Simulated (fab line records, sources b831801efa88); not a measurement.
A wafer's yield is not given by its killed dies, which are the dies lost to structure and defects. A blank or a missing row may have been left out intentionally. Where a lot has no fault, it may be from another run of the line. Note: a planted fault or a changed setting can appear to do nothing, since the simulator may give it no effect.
Split-lot study | flow sfq-line | 5 lots, 23 wafers read, on a route of 325 steps

## ON THE SPLIT
At SFQ_TRILAYER_I6_DEP_PECVD_165 (deposits SiO2 from SiH4/N2O, time 111.11 s, target thk 500 nm), the setting time-s was moved away from the recipe's 111.11 s on 8 of the 23 wafers read, by -14.9% to +8.7%. All remaining wafers had this setting at the recipe value.

Reading taken at the split's own step.

## THE READING
SiO2_of_TRILAYER_I6_DEP_PECVD_165.thk-nm (the simulator's own value, which no gauge read), in nm, at SFQ_TRILAYER_I6_DEP_PECVD_165 (deposits SiO2 from SiH4/N2O, time 111.11 s, target thk 500 nm). The file does not state a usual value for it. The 15 wafers here that ran the recipe average 502.0 nm, standard deviation 6.4 nm.

wafer  | tool, chamber at the split | time-s as run, s | against the recipe | SiO2_of_TRILAYER_I6_DEP_PECVD_165.thk-nm, nm | against lot-mates on the recipe
L074.1 | pecvd-01, 2                | 111.11           | recipe             | 496.1                                        | -
L074.2 | pecvd-01, 1                | 111.11           | recipe             | 499.1                                        | -
L074.3 | pecvd-01, 0                | 94.56            | -14.9%             | 421.9                                        | -78.9
L074.4 | pecvd-01, 2                | 111.11           | recipe             | 507.3                                        | -
L074.5 | pecvd-01, 0                | 94.56            | -14.9%             | 428.5                                        | -72.3
L077.1 | pecvd-03, 1                | 111.11           | recipe             | 493.5                                        | -
L077.4 | pecvd-03, 0                | 111.11           | recipe             | 507.7                                        | -
L077.5 | pecvd-03, 1                | 111.11           | recipe             | 509.2                                        | -
L082.1 | pecvd-01, 0                | 120.8            | +8.7%              | 554.9                                        | +47.8
L082.2 | pecvd-01, 1                | 120.8            | +8.7%              | 541.1                                        | +34.0
L082.3 | pecvd-01, 2                | 111.11           | recipe             | 504.4                                        | -
L082.4 | pecvd-01, 2                | 111.11           | recipe             | 510.4                                        | -
L082.5 | pecvd-01, 1                | 111.11           | recipe             | 506.5                                        | -
L084.1 | pecvd-02, 1                | 116.5            | +4.9%              | 521                                          | +23.3
L084.3 | pecvd-02, 0                | 111.11           | recipe             | 487.6                                        | -
L084.4 | pecvd-02, 0                | 111.11           | recipe             | 498.7                                        | -
L084.5 | pecvd-02, 1                | 111.11           | recipe             | 506.8                                        | -
L084.6 | pecvd-02, 2                | 116.5            | +4.9%              | 522.9                                        | +25.2
L085.1 | pecvd-03, 2                | 111.11           | recipe             | 499.3                                        | -
L085.2 | pecvd-03, 1                | 100.6            | -9.5%              | 455.6                                        | -45.5
L085.3 | pecvd-03, 0                | 111.11           | recipe             | 497.4                                        | -
L085.4 | pecvd-03, 0                | 111.11           | recipe             | 506.7                                        | -
L085.6 | pecvd-03, 1                | 100.6            | -9.5%              | 457.2                                        | -43.9

FIT RESULTS
A straight line over all 23 wafers: SiO2_of_TRILAYER_I6_DEP_PECVD_165.thk-nm changes by +5.04 nm for each +1% of time-s; r = +0.98; the points scatter about the line by 6.2 nm.
The same after taking each lot's own level away (the mean of its wafers on the recipe; 23 wafers): +4.92 nm for each +1%; r = +0.98; scatter 5.4 nm.
Per that fit: largest time-s move, reading shift of 73 nm.
Across the lots, their own levels run from 497.70 to 507.10 nm, a range of 1.5 times the standard deviation given above.
Hence the lot-to-lot level has little effect on the slope; both slopes agree.
Check: for one of the wafers moved furthest among these (-14.9%), held out of the fit, the line's prediction against its lot-mates is -71.3 nm. Against them it came out at -78.9 nm.

## OTHER SPLITS APPLIED TO THESE WAFERS
Before the reading, these wafers also passed through other splits. Each is held against what the fit with the lots' levels taken away leaves over:
other split on the same wafers               | wafers away from the commonest value | r with SiO2_of_TRILAYER_I6_DEP_PECVD_165.thk-nm (lot level and that fit taken away)
SFQ_TRILAYER_C5_LITHO_PEB_154 peb-temp-c     | 7                                    | +0.13
SFQ_TRILAYER_M6_LITHO_COAT_164 resist-thk-nm | 11                                   | +0.09

## THE WHOLE CHAIN: every reading that the file lists as answering this split, in the file's order
step                          | what it does                                                  | reading                                                                                   | change (the file's fit)              | r (the file's)
SFQ_TRILAYER_I6_DEP_PECVD_165 | deposits SiO2 from SiH4/N2O, time 111.11 s, target thk 500 nm | SiO2_of_TRILAYER_I6_DEP_PECVD_165.thk-nm (the simulator's own value, which no gauge read) | +4.92 nm for each +1% of the setting | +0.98
SFQ_TRILAYER_I6_CMP_CMP_166   | polishes SiO2                                                 | time-to-endpoint-s                                                                        | withheld for each +1% of the setting | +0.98

## THE FILE'S OWN FIT
SiO2_of_TRILAYER_I6_DEP_PECVD_165.thk-nm changes by +4.92 nm for each +1% of time-s, r = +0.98.
